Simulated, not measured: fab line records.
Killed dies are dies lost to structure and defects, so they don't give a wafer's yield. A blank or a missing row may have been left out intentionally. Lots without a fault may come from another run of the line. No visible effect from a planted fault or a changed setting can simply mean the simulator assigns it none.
What tool caused it? || flow sky130 || Sampling: 6 lots, 18 wafers, 2 of 708 route steps

WHAT EACH GAUGE READ, for each wafer
SKY_VT_ADJUST_HVTP_CD_MEAS_07 targets a cd of 380 nm.
{"lot": "L975", "measured": "day 6 08:31", "on": "cdSem-02", "cdNm (nm)": "382.3 383.4 382.7"}
{"lot": "L978", "measured": "day 7 04:32", "on": "cdSem-02", "cdNm (nm)": "378.2 379.4 375.3"}
{"lot": "L985", "measured": "day 8 22:19", "on": "cdSem-02", "cdNm (nm)": "379.1 380.4 379.5"}
{"lot": "L988", "measured": "day 9 21:56", "on": "cdSem-02", "cdNm (nm)": "380.3 381.2 383.2"}
{"lot": "L993", "measured": "day 11 03:53", "on": "cdSem-01", "cdNm (nm)": "381.7 378.8 381.4"}
{"lot": "L994", "measured": "day 11 11:41", "on": "cdSem-02", "cdNm (nm)": "379.6 380.9 382.6"}

EACH LOT AND THE TOOL THAT RAN IT (in order: tool; ch and the chambers of the sampled wafers; start)
{"lot": "L975", "SKY_NWELL_STRIP_14": "plasmaAsher-01 ch 0,1, day 4 21:39"}
{"lot": "L978", "SKY_NWELL_STRIP_14": "plasmaAsher-04 ch 1, day 5 16:25"}
{"lot": "L985", "SKY_NWELL_STRIP_14": "plasmaAsher-01 ch 0,1, day 7 03:54"}
{"lot": "L988", "SKY_NWELL_STRIP_14": "plasmaAsher-02 ch 0,1, day 8 03:57"}
{"lot": "L993", "SKY_NWELL_STRIP_14": "plasmaAsher-01 ch 0,1, day 9 06:25"}
{"lot": "L994", "SKY_NWELL_STRIP_14": "plasmaAsher-01 ch 0,1, day 9 14:18"}
- SKY_NWELL_STRIP_14: strips in O2/N2.

THE ANSWER, worked out from the rows above alone
Rule: the usual values come from the lots themselves. Put in order of their means at a reading, lots are off if they are a third of the lots or fewer, leave a main group of 4 or more, and stand apart from it by a gap of 3 or more times the standard deviation of the main group's means; of several such gaps the widest counts. A main group is skipped when, at the precision printed for the reading in the tables above, its means are all equal. A lot without any number at a reading at which 4 lots or more have one is off too. Where the step has rows for the other lots, those lots are counted as sound.
No lot is off at any reading shown: from this, nothing can be told.

WHAT THE SIMULATOR HAD PUT IN
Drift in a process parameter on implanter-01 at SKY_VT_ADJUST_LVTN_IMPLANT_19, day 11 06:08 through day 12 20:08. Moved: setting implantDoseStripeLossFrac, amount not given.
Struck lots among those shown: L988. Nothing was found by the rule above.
